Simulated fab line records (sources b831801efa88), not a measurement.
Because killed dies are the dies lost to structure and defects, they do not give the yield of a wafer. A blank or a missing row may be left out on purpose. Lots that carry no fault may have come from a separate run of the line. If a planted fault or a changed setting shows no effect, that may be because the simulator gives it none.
2 desks looking at one fault | flow gf180mcu | what lay behind the numbers comes last; until then each desk has only its own

THE TOOL OWNER'S DESK: implanter-03
GF_HV_LDD_IMPLANT_36, tool's own readings: per-lot mean of the sampled wafers with a number, covering each lot this tool ran. Marked OUT: a lot whose mean sits more than 4 standard deviations from the usual mean, which makes it out of limits; the brackets give that distance.
Columns: A = beam-on-s at GF_HV_LDD_IMPLANT_36, usual 9.97 s; B = dose-ions-cm2 at GF_HV_LDD_IMPLANT_36, usual 7.501e+12; C = end-station-pressure-torr at GF_HV_LDD_IMPLANT_36, usual 4.97e-06 Torr; D = faraday-current-uA at GF_HV_LDD_IMPLANT_36, usual 42.4; E = rotation-deg at GF_HV_LDD_IMPLANT_36, usual 270.00 degrees
lot  | first seen here | A                | B         | C        | D               | E
L602 | day 12 23:45    | 9.94             | 7.509e+12 | 4.85e-06 | 42.6            | 270.01
L604 | day 13 10:56    | 9.87             | 7.492e+12 | 4.96e-06 | 42.8            | 269.99
L616 | day 17 15:01    | 11.91 (+9.7) OUT | 7.497e+12 | 4.88e-06 | 36.3 (-7.3) OUT | 270.05
L620 | day 18 14:37    | 11.26 (+6.4) OUT | 7.496e+12 | 4.82e-06 | 38.2 (-5.0) OUT | 270.02
This desk's finding: out of limits on L616, L620; first on L616, day 17 15:01 (beam-on-s at GF_HV_LDD_IMPLANT_36). L602, L604: within limits.

METROLOGY DESK
Lot by lot, what the gauges showed, no matter which tool ran the lot: averages of those sampled wafers that carry a number. Marked OUT: a lot whose mean sits more than 4 standard deviations from the usual mean, which makes it out of limits; the brackets give that distance.
Columns: A = HV_LDD_3_TW at GF_HV_LDD_TW_MEAS_38, usual 1438; B = HV_LDD_RS at GF_HV_LDD_RS_MEAS_53, usual 418.3 ohm/sq
lot  | first seen here | A    | B
L602 | day 12 23:59    | 1432 | 418.2
L603 | day 13 04:29    | 1429 | 418.6
L604 | day 13 11:11    | 1432 | 419.2
L605 | day 13 22:24    | 1437 | 416.9
L607 | day 14 09:19    | 1445 | 418.8
L608 | day 14 18:42    | 1445 | 417.3
L609 | day 15 03:20    | 1446 | 417.3
L616 | day 17 15:14    | 1460 | 414.9
L620 | day 18 14:52    | 1449 | 415.5
L621 | day 19 03:59    | 1442 | 418.7
This desk's verdict: no lot among the 10 shows anything out of limits.

BROUGHT TOGETHER
The tool owner's desk had the chance to raise an alarm at day 17 15:01 on L616, L620.
At the metrology desk, nothing out of limits was observed.
The metrology desk has L616, L620 on record, within its limits.
GF_HV_LDD_IMPLANT_36 was run on implanter-03 by each of the lots named.

WHAT THE SIMULATOR HAD PUT IN
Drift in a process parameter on implanter-03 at GF_HV_LDD_IMPLANT_36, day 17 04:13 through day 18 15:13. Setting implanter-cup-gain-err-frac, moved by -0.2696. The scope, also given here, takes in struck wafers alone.
Shown lots that were struck: L616, L620.
Hours from the fault's start to each desk's first reading out of limits: the tool owner's desk, 11.
